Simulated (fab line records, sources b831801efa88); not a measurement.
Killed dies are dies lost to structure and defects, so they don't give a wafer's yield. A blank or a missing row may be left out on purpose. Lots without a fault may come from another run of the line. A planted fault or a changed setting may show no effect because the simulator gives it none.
Chamber matching | flow sky130 | SKY_VIA2_ETCH_14 on rie_diel-02: 4 sister chambers
The step etches BARC in N2/H2, stops on SiO2, time 45.9 s, target depth 60 nm. 4 wafers are shown with their chamber, then 9 later ones without.

WAFERS WITH THEIR CHAMBER
wafer  | chamber | drypump_motor_current_A (A)
L081.2 | 2       | 6.0
L086.1 | 3       | 5.7
L086.2 | 0       | 6.5
L086.4 | 1       | 5.2

WAFERS WITHOUT THEIR CHAMBER
wafer  | drypump_motor_current_A (A)
L094.1 | 5.7
L094.5 | 6.5
L094.6 | 5.7
L095.3 | 6.5
L095.4 | 5.7
L095.6 | 6.1
L097.2 | 6.1
L097.3 | 6.5
L097.5 | 5.3

WHICH CHAMBER EACH WENT THROUGH
wafer  | from the rows above | in truth
L094.1 | 3                   | 3
L094.5 | 0                   | 0
L094.6 | 3                   | 3
L095.3 | 0                   | 0
L095.4 | 3                   | 3
L095.6 | 2                   | 2
L097.2 | 2                   | 2
L097.3 | 0                   | 0
L097.5 | 1                   | 1
Placed correctly: 9 of 9. Can't be placed from these rows: 0. Placed wrongly: 0.
How it was worked out, from the rows above alone: a wafer's distance from a chamber is the root of the sum, over the readings, of the square of ((its reading less the chamber's mean) divided by the reading's scatter). The wafer belongs to the nearest chamber; if the next one is less than 2 further off, it can't be placed. A chamber's mean is the mean of its shown wafers. The scatter: with one shown wafer a chamber, the root of the mean of the squares of how far each hidden wafer lies from its nearest shown one.
